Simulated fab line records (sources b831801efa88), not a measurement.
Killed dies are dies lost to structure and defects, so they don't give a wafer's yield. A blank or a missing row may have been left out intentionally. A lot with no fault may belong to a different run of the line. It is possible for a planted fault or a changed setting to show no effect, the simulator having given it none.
A struck lot beside a sound one + flow gf180mcu + 15 out of 602 route steps
Sound: the wafers L198.1, L198.2, L198.6. Struck: wafers L214.1, L214.3, L214.5. The cause is given at the end.
For every step that has rows: the tool of each side, followed by ch and its chambers, followed by its first start. Under that, the readings that differ: sound wafers + struck wafers + difference of the means + sigmas: that difference in standard deviations of wafers without a fault.
alike: a reading whose means differ by less than 2 such deviations, as well as words and numbers matching on both sides. not compared: withheld readings; readings where some wafer has no value; bounds like >300 that might hide an equal value; numbers whose values overlap and for which the record gives no deviation.
A row with sigmas, a row that says differs or no value, or rows on one side alone: a step with any of these is where the two part. When numbers do not overlap yet have no deviation, they are printed without sigmas and do not part them. A reading missing from all wafers of one side parts the sides only when that side holds two or more wafers.

first, 4 steps without rows for these wafers: GF_V1_SOFTBAKE_10 (time 60 s); GF_V1_EXPOSE_11 (exposes mask Via1, target cd 260 nm); GF_V1_PEB_12 (peb time 90 s); GF_V1_DEVELOP_13 (develop time 60 s).
GF_V1_CD_MEAS_14 targets a cd of 260 nm.
  sound: cd-sem-01 at day 18 09:38; struck: cd-sem-02 at day 24 03:04
  alike: cd-nm
GF_V1_OVL_MEAS_15:
  sound: overlay-02 at day 18 09:45; struck: overlay-01 at day 24 03:11
| reading     | sound | struck    | difference | sigmas |
|-------------|-------|-----------|------------|--------|
| V1_OVL (nm) | 6 5 1 | -3 -9 -10 | -11        | -3     |
GF_V1_ETCH_16: etches BARC in N2/H2.
  sound on rie-diel-01 ch 0,1, day 18 09:47; struck on rie-diel-01 ch 0,1,3, day 24 03:14
  alike: bias-w, drypump-motor-current-A, oes-product-au, rf-fwd-power-W, throttle-valve-pct
GF_V1_ETCH_17: etches SiO2 in C4F8/O2/Ar, stops on TiN, target depth 630 nm.
  sound on rie-diel-01 ch 0,1; struck on rie-diel-01 ch 0,1,3
  alike: bias-w, oes-product-au, rf-fwd-power-W
GF_V1_STRIP_18: strips in O2/N2.
  sound on plasma-asher-04 ch 0,1, day 18 09:55; struck on plasma-asher-03 ch 1, day 24 03:22
| reading            | sound       | struck      | difference | sigmas |
|--------------------|-------------|-------------|------------|--------|
| heater-power-w (W) | 290 289 279 | 352 355 357 | +69        | +3     |
  alike: drypump-motor-current-A, oes-product-au, platen-temp-c
  not compared: rf-hours-counter-h
then, 2 steps without rows for these wafers: GF_V1_STRIP_19 (strips in post etch residue remover, time 1200 s); GF_V1_CLEAN_20 (cleans in DIW).
GF_V1_SPUTTER_21: material Ti, target thk 15 nm, time 80.02 s.
  sound: pvd-sputter-01 at day 18 10:52; struck: pvd-sputter-03 at day 24 03:53
  alike: throttle-valve-pct
GF_V1_SPUTTER_22: material TiN, target thk 10 nm, time 40 s.
  sound: pvd-sputter-01 at day 18 10:55; struck: pvd-sputter-03 at day 24 03:57
| reading                                | sound             | struck            | difference | sigmas |
|----------------------------------------|-------------------|-------------------|------------|--------|
| model.TiN_of_V1_SPUTTER_22.thk-nm (nm) | 9.879 9.992 10.08 | 7.567 7.592 7.463 | -2.443     |        |
  alike: throttle-valve-pct
GF_V1_CVD_23: deposits W, target thk 350 nm, time 105.05 s.
  sound on cvd-w-02 ch 0,1, day 18 10:58; struck on cvd-w-01 ch 0,1, day 24 03:59
  alike: heater-power-w
-- the record jumps here: 9 days lie between the struck wafers' starts before and after (it left off in module V1 and takes up again in module PASSIVATION, whose first step shown is number 602 of the route) --
GF_PASSIVATION_PROBE_99:
  only the struck wafers here have rows in the record (prober-02, day 33 12:01); the sound ones have none

## WHERE THEY PART
At GF_V1_OVL_MEAS_15 first; at GF_PASSIVATION_PROBE_99 last (within this record only).

WHY: what had been put in by the simulator
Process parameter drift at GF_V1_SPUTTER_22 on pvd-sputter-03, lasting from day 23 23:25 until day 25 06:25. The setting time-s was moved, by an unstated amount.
